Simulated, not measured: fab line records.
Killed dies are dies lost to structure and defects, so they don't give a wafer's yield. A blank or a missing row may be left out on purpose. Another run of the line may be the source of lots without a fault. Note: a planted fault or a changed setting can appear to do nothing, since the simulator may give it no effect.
Matching of chambers :: flow sky130 :: rie diel-04 running SKY_POLY_GATE_ETCH_16: 3 sister chambers
The step etches Si3N4 in CH3F/O2, stops on poly-Si, time 147.5 s, target depth 75 nm. 14 wafers are shown with their chamber, then 5 later ones without.

== WAFERS WITH THEIR CHAMBER ==
wafer: L258.1
chamber: 2
drypump motor current A (A): 5.4
throttle valve pct (%): 10.534
oes product au (a.u.): 0.639

wafer: L258.3
chamber: 3
drypump motor current A (A): 5.3
throttle valve pct (%): 10.537
oes product au (a.u.): 0.643

wafer: L258.4
chamber: 0
drypump motor current A (A): 5.2
throttle valve pct (%): 10.559
oes product au (a.u.): 0.643

wafer: L259.1
chamber: 2
drypump motor current A (A): 5.4
throttle valve pct (%): 10.535
oes product au (a.u.): 0.642

wafer: L259.2
chamber: 0
drypump motor current A (A): 5.2
throttle valve pct (%): 10.527
oes product au (a.u.): 0.633

wafer: L259.5
chamber: 2
drypump motor current A (A): 5.4
throttle valve pct (%): 10.544
oes product au (a.u.): 0.642

wafer: L261.1
chamber: 0
drypump motor current A (A): 5.2
throttle valve pct (%): 10.544
oes product au (a.u.): 0.638

wafer: L261.3
chamber: 2
drypump motor current A (A): 5.4
throttle valve pct (%): 10.525
oes product au (a.u.): 0.646

wafer: L261.5
chamber: 3
drypump motor current A (A): 5.3
throttle valve pct (%): 10.537
oes product au (a.u.): 0.643

wafer: L267.3
chamber: 2
drypump motor current A (A): 5.4
throttle valve pct (%): 10.539
oes product au (a.u.): 0.633

wafer: L267.5
chamber: 0
drypump motor current A (A): 5.2
throttle valve pct (%): 10.537
oes product au (a.u.): 0.642

wafer: L267.6
chamber: 2
drypump motor current A (A): 5.4
throttle valve pct (%): 10.517
oes product au (a.u.): 0.646

wafer: L268.1
chamber: 2
drypump motor current A (A): 5.3
throttle valve pct (%): 10.537
oes product au (a.u.): 0.641

wafer: L268.2
chamber: 3
drypump motor current A (A): 5.3
throttle valve pct (%): 10.524
oes product au (a.u.): 0.641

SIGNATURES, as means of the wafers listed above
reading: drypump motor current A
chamber 0: 5.200
chamber 2: 5.386
chamber 3: 5.300
scatter within a chamber: 0.0279

reading: throttle valve pct
chamber 0: 10.54175
chamber 2: 10.53300
chamber 3: 10.53267
scatter within a chamber: 0.0102

reading: oes product au
chamber 0: 0.63900
chamber 2: 0.64129
chamber 3: 0.64233
scatter within a chamber: 0.00409
Rule: a wafer lies at a distance from a chamber equal to the root of the sum of squares, over the readings, of (its reading less the chamber's mean, divided by the reading's scatter). The wafer belongs to the nearest chamber; if the next one is less than 2 further off, it can't be placed. How the scatter is found: for the shown wafers, subtract from each reading the mean of its chamber, square and add these, divide the total by (wafers less chambers), then take the root.

== WAFERS WITH NO CHAMBER GIVEN ==
wafer: L268.6
drypump motor current A (A): 5.3
throttle valve pct (%): 10.530
oes product au (a.u.): 0.647

wafer: L276.2
drypump motor current A (A): 5.2
throttle valve pct (%): 10.544
oes product au (a.u.): 0.644

wafer: L276.4
drypump motor current A (A): 5.4
throttle valve pct (%): 10.531
oes product au (a.u.): 0.645

wafer: L281.4
drypump motor current A (A): 5.2
throttle valve pct (%): 10.537
oes product au (a.u.): 0.640

wafer: L281.5
drypump motor current A (A): 5.3
throttle valve pct (%): 10.543
oes product au (a.u.): 0.643

== WHICH CHAMBER EACH ONE RAN IN ==
wafer: L268.6
from the rows above: 3
in truth: 3

wafer: L276.2
from the rows above: 0
in truth: 0

wafer: L276.4
from the rows above: 2
in truth: 2

wafer: L281.4
from the rows above: 0
in truth: 0

wafer: L281.5
from the rows above: 3
in truth: 3
Placed correctly: 5 of 5. From these rows, 0 cannot be placed. Placed wrongly: 0.
